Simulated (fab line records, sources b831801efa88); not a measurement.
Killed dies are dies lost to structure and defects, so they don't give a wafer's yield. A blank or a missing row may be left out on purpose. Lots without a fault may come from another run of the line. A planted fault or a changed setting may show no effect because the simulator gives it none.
One fault seen from 2 desks | flow sfq_line | each desk has only its own numbers; what lay behind them comes last

THE METROLOGY DESK
What the gauges read, lot by lot, whatever tool the lot ran on: means of the sampled wafers that have a number. A lot is out of limits, marked OUT, if its mean lies more than 4 standard deviations from the usual mean; the brackets give that distance.
Columns: A = L0V_OVL at SFQ_L0V_OVL_MEAS_903, usual 1 nm
lot  | first seen here | A
L245 | day 8 03:26     | -5
L251 | day 10 05:44    | -7
L253 | day 10 15:20    | 6
L262 | day 13 09:29    | 3
L266 | day 14 15:00    | -0
This desk's finding: nothing out of limits on any of the 5 lots.

THE TOOL OWNER'S DESK: litho_track-04
The tool's own readings at SFQ_TRILAYER_L0_VIA_LITHO_PEB_016 (peb time 60 s): means of the sampled wafers that have a number, for each lot that ran on this tool. A lot is out of limits, marked OUT, if its mean lies more than 4 standard deviations from the usual mean; the brackets give that distance.
Columns: A = plate_temp_C at SFQ_TRILAYER_L0_VIA_LITHO_PEB_016, usual 115.02 C
lot  | first seen here | A
L245 | day 8 03:08     | 115.08
L251 | day 10 05:26    | 115.03
L262 | day 13 09:13    | 114.81
This desk's finding: nothing out of limits on any of the 3 lots.

PUT TOGETHER
The metrology desk saw nothing out of limits.
The tool owner's desk saw nothing out of limits.

WHAT THE SIMULATOR HAD PUT IN
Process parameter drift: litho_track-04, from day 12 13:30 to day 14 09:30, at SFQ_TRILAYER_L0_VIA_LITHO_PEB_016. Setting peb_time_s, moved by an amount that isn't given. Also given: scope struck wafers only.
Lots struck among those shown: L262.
